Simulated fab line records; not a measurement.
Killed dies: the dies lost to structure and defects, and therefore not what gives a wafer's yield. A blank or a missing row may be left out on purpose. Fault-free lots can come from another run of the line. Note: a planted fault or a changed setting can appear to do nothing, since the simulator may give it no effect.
Check for tools in common + flow gf180mcu + 36 wafers sampled across 12 lots

WHAT PROMPTED THE OPENING
2 of 12 lots carry a flag on the reading HV_LDD_4_TW at GF_HV_LDD_TW_MEAS_50. Wafers without a fault read 564, standard deviation 5.9.
Rule: a lot is flagged in two cases, either no wafer of it has a number, or all its wafers with numbers fall more than 4 standard deviations from that mean. The rest of the lots are taken to be sound.

| lot  | measured     | on            | HV_LDD_4_TW, wafer by wafer | flag    |
|------|--------------|---------------|-----------------------------|---------|
| L818 | day 12 22:59 | film metro-01 | 559 558 557                 |         |
| L821 | day 13 20:18 | film metro-04 | 563 568 563                 |         |
| L823 | day 14 16:30 | film metro-04 | 30 29 29                    | FLAGGED |
| L824 | day 14 18:50 | film metro-04 | 29 29 29                    | FLAGGED |
| L825 | day 14 23:23 | film metro-04 | 553 559 560                 |         |
| L830 | day 16 18:44 | film metro-04 | 558 558 556                 |         |
| L832 | day 17 21:58 | film metro-01 | 563 563 565                 |         |
| L834 | day 18 02:53 | film metro-04 | 559 559 557                 |         |
| L837 | day 19 03:48 | film metro-03 | 573 573 574                 |         |
| L836 | day 19 04:05 | film metro-04 | 562 558 561                 |         |
| L839 | day 19 23:14 | film metro-01 | 560 558 558                 |         |
| L840 | day 20 03:29 | film metro-01 | 564 561 561                 |         |
Average over the flagged lots: 29; offset from the usual -535, equal to -91 standard deviations.

WHICH TOOL EACH LOT WENT THROUGH
The record holds 2 process steps before the reading, out of a route of 602 steps. Read each cell as the tool, then ch plus the chambers that the sampled wafers visited, then the start.
| lot  | flag    | GF_HV_LDD_STRIP_37                   | GF_HV_LDD_STRIP_49                   |
|------|---------|--------------------------------------|--------------------------------------|
| L818 |         | plasma asher-01 ch 0,1, day 11 21:45 | plasma asher-01 ch 0, day 12 22:53   |
| L821 |         | plasma asher-01 ch 0,1, day 13 00:16 | plasma asher-02 ch 0,1, day 13 20:13 |
| L823 | FLAGGED | plasma asher-01 ch 0,1, day 13 19:28 | plasma asher-02 ch 0,1, day 14 16:25 |
| L824 | FLAGGED | plasma asher-01 ch 0,1, day 13 21:35 | plasma asher-02 ch 0,1, day 14 18:44 |
| L825 |         | plasma asher-02 ch 0,1, day 14 02:19 | plasma asher-02 ch 0,1, day 14 23:17 |
| L830 |         | plasma asher-03 ch 0,1, day 15 20:20 | plasma asher-03 ch 0,1, day 16 18:38 |
| L832 |         | plasma asher-01 ch 0,1, day 16 22:58 | plasma asher-02 ch 0,1, day 17 21:53 |
| L834 |         | plasma asher-01 ch 0, day 17 03:38   | plasma asher-01 ch 0,1, day 18 02:47 |
| L837 |         | plasma asher-02 ch 0,1, day 18 04:17 | plasma asher-01 ch 0,1, day 19 03:42 |
| L836 |         | plasma asher-01 ch 0,1, day 18 04:26 | plasma asher-02 ch 0,1, day 19 03:59 |
| L839 |         | plasma asher-01 ch 0,1, day 18 22:28 | plasma asher-03 ch 0,1, day 19 23:08 |
| L840 |         | plasma asher-02 ch 0,1, day 19 02:53 | plasma asher-01 ch 0,1, day 20 03:23 |
These steps, and what they do:
- GF_HV_LDD_STRIP_37: strips in O2/N2.
- GF_HV_LDD_STRIP_49: strips in O2/N2.
- GF_HV_LDD_TW_MEAS_50

FLAGGED AGAINST TOTAL, ONE TOOL AT A TIME (gauges that did the reading follow at the end)
| step                 | tool            | lots run | flagged | share of the flagged lots | sound lots run after its first flagged lot |
|----------------------|-----------------|----------|---------|---------------------------|--------------------------------------------|
| GF_HV_LDD_STRIP_37   | plasma asher-01 | 8        | 2       | all                       | 4 (L832,L834,L836,L839)                    |
| GF_HV_LDD_STRIP_37   | plasma asher-02 | 3        | 0       | none                      | -                                          |
| GF_HV_LDD_STRIP_37   | plasma asher-03 | 1        | 0       | none                      | -                                          |
| GF_HV_LDD_STRIP_49   | plasma asher-01 | 4        | 0       | none                      | -                                          |
| GF_HV_LDD_STRIP_49   | plasma asher-02 | 6        | 2       | all                       | 3 (L825,L832,L836)                         |
| GF_HV_LDD_STRIP_49   | plasma asher-03 | 2        | 0       | none                      | -                                          |
| GF_HV_LDD_TW_MEAS_50 | film metro-01   | 4        | 0       | none                      | -                                          |
| GF_HV_LDD_TW_MEAS_50 | film metro-03   | 1        | 0       | none                      | -                                          |
| GF_HV_LDD_TW_MEAS_50 | film metro-04   | 7        | 2       | all                       | 4 (L825,L830,L834,L836)                    |

WHAT THE TABLE ALLOWS
plasma asher-01 at GF_HV_LDD_STRIP_37, plasma asher-02 at GF_HV_LDD_STRIP_49 and film metro-04 at GF_HV_LDD_TW_MEAS_50: these 3 rows of the table ran every flagged lot.
- plasma asher-01 at GF_HV_LDD_STRIP_37 ran 8 lots, 2 of them flagged. Sound lots followed the first flagged one (L832, L834, L836, L839) on it, something a lasting fault affecting the whole tool could not allow. On the flagged lots its readings are blank where sound lots have values: chamber pressure mTorr, drypump motor current A, heater power w, oes product au and 1 more.
- plasma asher-02 at GF_HV_LDD_STRIP_49 ran 6 lots, 2 of them flagged. Sound lots followed the first flagged one (L825, L832, L836) on it, something a lasting fault affecting the whole tool could not allow. Its own readings (strip time to endpoint s) fall more than 4 standard deviations out on all wafers of the flagged lots.
- film metro-04 at GF_HV_LDD_TW_MEAS_50 ran 7 lots, 2 of them flagged. Sound lots followed the first flagged one (L825, L830, L834, L836) on it, something a lasting fault affecting the whole tool could not allow.
Every row of the table either missed a flagged lot or ran a sound lot after the first.

WHAT THE SIMULATOR HAD PUT IN
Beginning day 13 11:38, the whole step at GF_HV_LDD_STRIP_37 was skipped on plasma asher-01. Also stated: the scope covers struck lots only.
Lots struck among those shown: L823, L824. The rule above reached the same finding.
